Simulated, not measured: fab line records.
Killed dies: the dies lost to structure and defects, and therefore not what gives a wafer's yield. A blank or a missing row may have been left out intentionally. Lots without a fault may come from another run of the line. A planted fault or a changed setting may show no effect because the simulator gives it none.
fab line records | flow sky130 | part 2 of 2: steps 31 to 31 of 31
[record] lots = 7 wafers = 19 last_day = 50
route steps=708 shown LI_CONTACT@375 LOCAL_INTERCONNECT@387 PAD_OPEN@708
lots that met no fault: from a run of the same line without faults
start_h: the number of hours between the record's first day and the start of the first shown wafer of the lot | wait_h: time in hours since the lot's previous step | " the same as in the row above | L1.1+2: several wafers, shown together as one row | - no value, or no start given | * or withheld: withheld | < > ~ a bound
route shown NAME@n: names a module that has steps shown in the file, with the first one's number in the route | usual: the fault-free wafers' mean and standard deviation | same: alike in all rows | chamber/n: place in a boat | sites: the reading at each site | _std_site: how widely they spread, as a standard deviation | _edge_site: inner sites' mean taken away from outer sites' mean | radius_mm: for every site, how far away it sits from the centre of the wafer | mask NAME#n: copy n | behind: the most recent tool/chamber to have shaped the wafer | hold: what put the lot on hold/how long, in hours/how the hold closed | device: names the non-switching transistor (n, p or np) | end of line: the same wafers' tests at the end of the route | a step given without rows: its recipe and nothing more | killed: not the wafer's yield, but the dies lost to structure and defects at the first sort | map: the dies of a wafer, with x for killed, . for not killed, _ for no die there
set.NAME: setting as actually run; set.NAME@STEP: the setting as run at that earlier step | model.NAME: the simulator's own value behind a step, which no gauge read
a table for each step, a row for each wafer; lots at some steps of the route
services: the hour from which a tool's chamber was out of use, counted from the record's first day as start_h (under 0 if before that day), plus the number of hours and why
[[steps]]
[step SKY_PAD_OPEN_PROBE_99]
[usual] killed_at_M0_to_M3 = 45/7.3 killed_at_M4_up = 3.2/1.8 killed_at_contacts = 25/5.5 killed_at_front_end = 15/4.2 killed_at_other = 0.3/0.69 killed_dies = 89/9.4 killed_open = 49/6.6 killed_short = 40/6.4
[same] gross_dies = 492 killed_at_back_side = 0
// columns lot.wafer tool chamber start_h wait_h killed_at_M0_to_M3 killed_at_M4_up killed_at_contacts killed_at_front_end killed_at_other killed_dies killed_open killed_short model.etest.res_li.line_ohm_um model.etest.res_li.rs_ohm_sq
L194.2 prober-02 - 1092.07 0.1 58 5 25 18 0 106 56 50 75.79 13.05
L194.3 prober-02 - 1092.12 0.2 49 5 26 14 0 94 60 34 76.12 12.92
L194.5 prober-02 - 1092.22 0.2 60 2 29 16 0 107 60 47 76.22 12.91
L198.1 prober-01 - 1108.28 0.1 43 4 32 12 0 91 49 42 74.44 12.58
L198.5 prober-01 - 1108.48 0.2 43 1 18 17 0 79 47 32 73.87 12.65
L198.6 prober-01 - 1108.53 0.2 39 4 26 13 0 82 43 39 74.78 12.64
L207.2 prober-01 - 1167.81 0.1 55 3 27 9 0 94 55 39 76.49 12.93
L207.4 prober-01 - 1167.91 0.2 37 1 22 15 0 75 48 27 76.81 12.9
L207.5 prober-01 - 1167.96 0.2 46 3 23 17 0 89 51 37 71.31 12.15
L208.5 prober-02 - 1173.68 0.2 51 1 29 20 0 101 58 42 70.46 12.09
L208.6 prober-02 - 1173.73 0.2 52 2 15 16 0 85 46 39 77.04 13.05
L209.2 prober-01 - 1177.21 0.1 48 2 21 29 0 100 52 48 74.63 12.76
L209.5 prober-01 - 1177.36 0.2 49 6 15 18 0 88 44 44 70.13 11.95
L210.1 prober-02 - 1180.11 0.1 55 2 36 14 1 108 62 46 75.14 12.9
L210.3 prober-02 - 1180.21 0.2 60 4 18 9 1 92 44 48 74.39 12.78
L210.5 prober-02 - 1180.31 0.2 46 2 28 13 0 89 46 43 75.21 13.01
L213.1 prober-01 - 1189.58 0.1 42 5 38 15 0 100 43 57 77.35 12.85
L213.4 prober-01 - 1189.73 0.2 38 4 25 22 0 89 45 42 77.1 12.73
L213.5 prober-01 - 1189.78 0.2 50 5 35 18 0 108 53 53 76.81 12.92
// killed by level:class
L194.2 VIA1:geometric_particle:short=12 VIA1:geometric_particle:open=10 LI_CONTACT:geometric_particle:open=9 VIA3:geometric_particle:open=9 CONTACT:geometric_particle:short=7 VIA2:geometric_particle:open=7 METAL1:geometric_particle:short=6 FIELD_ISO:geometric_particle:short=5
L194.3 VIA3:geometric_particle:open=12 CONTACT:geometric_particle:open=12 VIA1:geometric_particle:open=11 LI_CONTACT:geometric_particle:open=7 METAL1:geometric_particle:short=7 FIELD_ISO:geometric_particle:short=6 METAL4:geometric_particle:short=5 VIA2:geometric_particle:open=5
L194.5 VIA1:geometric_particle:open=14 LI_CONTACT:geometric_particle:open=12 VIA2:geometric_particle:open=9 CONTACT:geometric_particle:open=8 METAL1:geometric_particle:short=8 VIA1:geometric_particle:short=7 VIA3:geometric_particle:open=6 FIELD_ISO:geometric_particle:short=5
L198.1 VIA1:geometric_particle:open=13 CONTACT:geometric_particle:open=11 LI_CONTACT:geometric_particle:open=7 METAL2:geometric_particle:short=6 LOCAL_INTERCONNECT:geometric_particle:short=5 VIA3:geometric_particle:open=5 LI_CONTACT:geometric_particle:short=4 CONTACT:geometric_particle:short=4
L198.5 VIA1:geometric_particle:open=9 METAL2:geometric_particle:short=8 VIA3:geometric_particle:open=7 LI_CONTACT:geometric_particle:open=6 CONTACT:geometric_particle:open=6 POLY_GATE:geometric_particle:open=4 POLY_GATE:geometric_particle:short=4 VIA2:geometric_particle:open=4
L198.6 VIA1:geometric_particle:open=9 LI_CONTACT:geometric_particle:open=8 CONTACT:geometric_particle:open=8 METAL1:geometric_particle:short=8 VIA2:geometric_particle:open=6 CONTACT:geometric_particle:short=6 POLY_GATE:geometric_particle:short=4 METAL2:geometric_particle:short=4
L207.2 LI_CONTACT:geometric_particle:open=12 VIA1:geometric_particle:open=10 VIA2:geometric_particle:open=9 CONTACT:geometric_particle:open=9 METAL1:geometric_particle:short=8 METAL2:geometric_particle:short=7 VIA3:geometric_particle:open=6 POLY_GATE:geometric_particle:short=4
L207.4 VIA2:geometric_particle:open=13 CONTACT:geometric_particle:open=10 VIA1:geometric_particle:open=7 METAL2:geometric_particle:short=4 POLY_GATE:geometric_particle:open=4 LI_CONTACT:geometric_particle:open=4 FIELD_ISO:geometric_particle:open=3 POLY_GATE:geometric_particle:short=3
L207.5 CONTACT:geometric_particle:open=12 VIA2:geometric_particle:open=9 VIA1:geometric_particle:open=7 VIA3:geometric_particle:open=7 LI_CONTACT:geometric_particle:open=5 POLY_GATE:geometric_particle:open=5 VIA3:geometric_particle:short=4 POLY_GATE:geometric_particle:short=4
L208.5 VIA1:geometric_particle:open=11 LI_CONTACT:geometric_particle:open=10 VIA1:geometric_particle:short=8 VIA2:geometric_particle:open=8 FIELD_ISO:geometric_particle:open=7 CONTACT:geometric_particle:open=7 METAL2:geometric_particle:short=7 VIA3:geometric_particle:open=6
L208.6 VIA1:geometric_particle:open=12 VIA2:geometric_particle:open=10 METAL2:geometric_particle:short=7 CONTACT:geometric_particle:short=5 VIA3:geometric_particle:open=5 VIA1:geometric_particle:short=5 FIELD_ISO:geometric_particle:open=4 POLY_GATE:geometric_particle:short=4
L209.2 FIELD_ISO:geometric_particle:short=9 CONTACT:geometric_particle:open=9 VIA1:geometric_particle:open=8 VIA1:geometric_particle:short=7 POLY_GATE:geometric_particle:open=6 METAL1:geometric_particle:short=6 VIA3:geometric_particle:open=6 LI_CONTACT:geometric_particle:open=5
L209.5 VIA3:geometric_particle:short=7 VIA3:geometric_particle:open=7 FIELD_ISO:geometric_particle:short=6 VIA1:geometric_particle:open=6 VIA1:geometric_particle:short=6 VIA2:geometric_particle:open=6 LI_CONTACT:geometric_particle:open=5 CONTACT:geometric_particle:open=5
L210.1 VIA1:geometric_particle:open=18 CONTACT:geometric_particle:open=12 LI_CONTACT:geometric_particle:open=10 VIA2:geometric_particle:open=9 CONTACT:geometric_particle:short=7 VIA3:geometric_particle:open=6 VIA1:geometric_particle:short=6 LOCAL_INTERCONNECT:geometric_particle:short=5
L210.3 VIA2:geometric_particle:open=13 METAL2:geometric_particle:short=9 VIA1:geometric_particle:open=9 VIA3:geometric_particle:open=7 CONTACT:geometric_particle:open=6 METAL3:geometric_particle:short=6 LOCAL_INTERCONNECT:geometric_particle:short=5 METAL1:geometric_particle:short=5
L210.5 VIA1:geometric_particle:open=12 CONTACT:geometric_particle:open=11 METAL2:geometric_particle:short=8 VIA1:geometric_particle:short=6 LI_CONTACT:geometric_particle:open=6 CONTACT:geometric_particle:short=5 VIA2:geometric_particle:open=5 POLY_GATE:geometric_particle:short=4
L213.1 LI_CONTACT:geometric_particle:open=11 CONTACT:geometric_particle:open=11 FIELD_ISO:geometric_particle:short=6 LI_CONTACT:geometric_particle:short=6 METAL2:geometric_particle:short=6 VIA3:geometric_particle:short=6 VIA2:geometric_particle:short=5 LOCAL_INTERCONNECT:geometric_particle:short=5
L213.4 CONTACT:geometric_particle:open=9 LI_CONTACT:geometric_particle:open=7 FIELD_ISO:geometric_particle:open=6 VIA1:geometric_particle:open=6 METAL2:geometric_particle:short=6 CONTACT:geometric_particle:short=5 VIA2:geometric_particle:open=5 FIELD_ISO:geometric_particle:short=4
L213.5 VIA1:geometric_particle:open=9 CONTACT:geometric_particle:open=9 VIA3:geometric_particle:open=9 LI_CONTACT:geometric_particle:short=8 CONTACT:geometric_particle:short=8 METAL1:geometric_particle:short=8 METAL2:geometric_particle:short=7 VIA2:geometric_particle:open=7
[[services]]
// columns tool chamber start_h hours kind
rie_diel-02 0 679.17 10.4 repair
rie_metal-02 - 681.95 0.7 repair
cvd_w-02 - 699.37 0.4 repair
rie_diel-02 0 722.30 4.3 repair
plasma_asher-01 - 728.96 0.9 repair
rie_diel-02 - 733.44 0.5 repair
plasma_asher-04 - 733.75 9.0 pm
rie_diel-03 - 747.42 2.8 pm
cvd_w-01 - 768.27 1.0 repair
pvd_sputter-03 - 768.61 11.9 repair
wet_bench-01 - 781.48 1.9 pm
rie_diel-03 2 802.85 6.4 repair
rie_diel-02 2 808.74 5.6 repair
rie_diel-03 3 809.97 4.1 repair
pvd_sputter-02 - 810.82 3.4 repair
plasma_asher-04 - 816.29 3.6 repair
rie_metal-02 - 817.24 1.4 pm
rie_diel-02 - 822.25 2.8 pm
rie_diel-02 0 826.38 7.5 repair
rie_diel-03 3 832.31 3.9 repair
rie_metal-01 - 842.14 0.2 repair
rie_diel-02 1 846.28 6.7 repair
pvd_sputter-01 - 855.56 1.3 repair
rie_metal-03 - 857.08 2.8 pm
[[key]]
[first_sign] step = SKY_LOCAL_INTERCONNECT_RS_MEAS_01 reading = LOCAL_INTERCONNECT_TIN_RS direction = down sigmas = 6.5 usual = 14.12 struck = 13.25
[effect] step = SKY_LOCAL_INTERCONNECT_THK_MEAS_02 reading = LOCAL_INTERCONNECT_TIN_THK direction = up sigmas = 6.3 usual = 98.7 struck = 105.0
[effect] step = SKY_LOCAL_INTERCONNECT_METAL_ETCH_14 reading = oes_product_au direction = up sigmas = 5.7 usual = 0.942 struck = 0.979
[model_effect] step = SKY_LOCAL_INTERCONNECT_SPUTTER_00 value = TiN_of_LOCAL_INTERCONNECT_SPUTTER_00.thk_nm without = 99.69 struck = 106.6
[model_effect] step = SKY_LOCAL_INTERCONNECT_STRIP_16 value = TiN_of_LOCAL_INTERCONNECT_SPUTTER_00.thk_nm without = 99.27 struck = 106.1
[model_effect] step = SKY_PAD_OPEN_PROBE_99 value = etest.res_li.line_ohm_um without = 75.52 struck = 70.63
met_at SKY_LOCAL_INTERCONNECT_SPUTTER_00
struck_wafers L207.5,L208.5,L209.5
tester_left_out L207,L208,L209
onset_between 726.29 810.71
[fault] kind = process_parameter_drift tool = pvd_sputter-04 chamber = - onset_h = 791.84 steps = SKY_LOCAL_INTERCONNECT_SPUTTER_00 channel = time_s offset = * shape = step end_h = 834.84 scope = struck_wafers_only acts_in = * stated = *
// tester_left_out: of these lots the tester's yield and bins aren't shown, on N5 and GAA mostly nor the transistor test; their killed dies are dies lost to structure and defects alone, not to doping, threshold or leakage, so they don't give the yield
